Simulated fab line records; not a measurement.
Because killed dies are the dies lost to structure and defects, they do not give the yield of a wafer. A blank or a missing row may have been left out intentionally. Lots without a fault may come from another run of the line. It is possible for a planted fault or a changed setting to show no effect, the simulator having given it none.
A sampling plan put to the test | flow sky130 | one line in one fab, 17 faults in these records, each fault weighed on the records of the lots it struck
The plan consists of the line's own looks: route steps at which the wafer is read by a gauge or an inspection but not changed. A look is open to judgement when struck wafers have a number at it and the file gives its usual mean and standard deviation on fault-free wafers. Caught: a look later than the fault's first step finds the struck wafers' mean 4 or more of those standard deviations (sigma) from the usual mean. On the tool: the fault's steps, tested the same way using the tool's own readings. It also counts as caught if the struck wafers ran another recipe or if their record alone is blank.

THE FAULTS, as the simulator had put them in
1. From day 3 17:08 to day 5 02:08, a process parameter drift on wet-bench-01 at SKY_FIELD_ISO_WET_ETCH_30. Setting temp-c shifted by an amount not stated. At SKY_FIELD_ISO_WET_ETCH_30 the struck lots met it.
2. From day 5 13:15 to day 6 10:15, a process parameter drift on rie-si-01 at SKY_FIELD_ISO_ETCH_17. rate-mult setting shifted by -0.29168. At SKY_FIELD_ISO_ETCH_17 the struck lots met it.
3. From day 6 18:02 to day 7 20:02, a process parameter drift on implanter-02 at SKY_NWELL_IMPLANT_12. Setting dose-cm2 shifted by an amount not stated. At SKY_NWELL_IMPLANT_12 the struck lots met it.
4. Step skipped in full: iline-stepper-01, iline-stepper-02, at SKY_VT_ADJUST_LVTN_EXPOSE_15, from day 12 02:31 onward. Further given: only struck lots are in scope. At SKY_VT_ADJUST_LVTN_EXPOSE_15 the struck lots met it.
5. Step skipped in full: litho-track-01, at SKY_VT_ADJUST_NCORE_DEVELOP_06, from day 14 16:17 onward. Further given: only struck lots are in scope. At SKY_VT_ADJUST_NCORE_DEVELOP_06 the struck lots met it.
6. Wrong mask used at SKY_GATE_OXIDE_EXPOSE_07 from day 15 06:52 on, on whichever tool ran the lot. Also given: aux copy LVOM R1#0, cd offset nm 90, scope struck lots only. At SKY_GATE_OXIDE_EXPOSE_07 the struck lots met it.
7. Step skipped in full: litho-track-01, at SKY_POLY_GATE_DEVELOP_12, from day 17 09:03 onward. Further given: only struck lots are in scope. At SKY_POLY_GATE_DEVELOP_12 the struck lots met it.
8. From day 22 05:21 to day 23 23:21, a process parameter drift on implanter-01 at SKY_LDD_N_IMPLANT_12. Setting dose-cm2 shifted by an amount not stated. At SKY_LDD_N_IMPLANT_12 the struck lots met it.
9. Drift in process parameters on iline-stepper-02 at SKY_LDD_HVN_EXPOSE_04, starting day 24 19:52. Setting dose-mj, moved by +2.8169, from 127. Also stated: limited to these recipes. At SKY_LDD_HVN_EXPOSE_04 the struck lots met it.
10. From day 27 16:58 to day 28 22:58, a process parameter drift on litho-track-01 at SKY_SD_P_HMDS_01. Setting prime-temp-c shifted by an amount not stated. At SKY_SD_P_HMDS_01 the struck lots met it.
11. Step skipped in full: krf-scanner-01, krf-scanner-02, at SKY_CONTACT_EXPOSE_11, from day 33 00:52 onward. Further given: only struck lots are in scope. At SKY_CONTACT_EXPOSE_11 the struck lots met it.
12. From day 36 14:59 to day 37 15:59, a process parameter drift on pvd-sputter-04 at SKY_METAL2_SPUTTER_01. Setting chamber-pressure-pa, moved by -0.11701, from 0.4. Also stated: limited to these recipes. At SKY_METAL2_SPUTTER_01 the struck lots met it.
13. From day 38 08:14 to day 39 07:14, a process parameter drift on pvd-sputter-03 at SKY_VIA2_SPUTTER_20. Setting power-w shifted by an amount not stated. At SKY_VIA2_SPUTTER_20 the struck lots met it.
14. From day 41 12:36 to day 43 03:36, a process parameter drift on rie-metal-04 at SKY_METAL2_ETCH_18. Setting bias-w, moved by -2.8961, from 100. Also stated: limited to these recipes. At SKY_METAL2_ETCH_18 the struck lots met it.
15. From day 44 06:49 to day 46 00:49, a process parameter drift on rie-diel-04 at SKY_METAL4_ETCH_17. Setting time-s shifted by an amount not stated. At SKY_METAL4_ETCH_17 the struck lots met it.
16. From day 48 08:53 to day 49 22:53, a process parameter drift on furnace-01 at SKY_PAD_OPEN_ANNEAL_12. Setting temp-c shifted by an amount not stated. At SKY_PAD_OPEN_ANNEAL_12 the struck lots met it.
17. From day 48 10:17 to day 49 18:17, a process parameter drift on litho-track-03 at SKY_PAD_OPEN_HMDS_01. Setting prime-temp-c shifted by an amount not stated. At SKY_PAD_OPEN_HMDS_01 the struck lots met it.

WHAT THE PLAN SAW
fault | on the tool itself                               | first look that catches it                      | reading, sigma | median hours from its first step to that look | hours from the fault's start to the first struck lot there | judged looks passed uncaught
1     | temp-c -91 sigma                                 | not the one look that can be judged after it    | -              | -                                             | -                                                          | 1
2     | oes-product-au -19 sigma                         | none of the 3 looks that can be judged after it | -              | -                                             | -                                                          | 3
3     | dose-ions-cm2 -34 sigma                          | none of the 2 looks that can be judged after it | -              | -                                             | -                                                          | 2
4     | no reading that can be judged                    | not the one look that can be judged after it    | -              | -                                             | -                                                          | 1
5     | the tool's record is blank for the struck wafers | no look after it can be judged                  | -              | -                                             | -                                                          | 0
6     | under 2 sigma                                    | not the one look that can be judged after it    | -              | -                                             | -                                                          | 1
7     | the tool's record is blank for the struck wafers | no look after it can be judged                  | -              | -                                             | -                                                          | 0
8     | dose-ions-cm2 +99 or beyond sigma                | none of the 2 looks that can be judged after it | -              | -                                             | -                                                          | 2
9     | exposure-dose-mJ-cm2 +21 sigma                   | no look after it can be judged                  | -              | -                                             | -                                                          | 0
10    | prime-temp-c -49 sigma                           | not the one look that can be judged after it    | -              | -                                             | -                                                          | 1
11    | no reading that can be judged                    | no look after it can be judged                  | -              | -                                             | -                                                          | 0
12    | chamber-pressure-pa -99 or beyond sigma          | no look after it can be judged                  | -              | -                                             | -                                                          | 0
13    | cathode-dc-power-W +99 or beyond sigma           | not the one look that can be judged after it    | -              | -                                             | -                                                          | 1
14    | bias-w -10 sigma                                 | not the one look that can be judged after it    | -              | -                                             | -                                                          | 1
15    | oes-product-au -8.9 sigma                        | no look after it can be judged                  | -              | -                                             | -                                                          | 0
16    | tube-center-temp-C -76 sigma                     | no look after it can be judged                  | -              | -                                             | -                                                          | 0
17    | prime-temp-c -5.3 sigma                          | no look after it can be judged                  | -              | -                                             | -                                                          | 0
A dash: this means the fault isn't caught or the number doesn't appear in these records.

Caught at a look: 0 of 17. Caught on the tool: 14 of 17. By one or the other: 14 of 17.
Faults caught by the tool alone: 1, 2, 3, 5, 7, 8, 9, 10, 12, 13, 14, 15, 16, 17.
Caught by neither: faults 4, 6, 11.
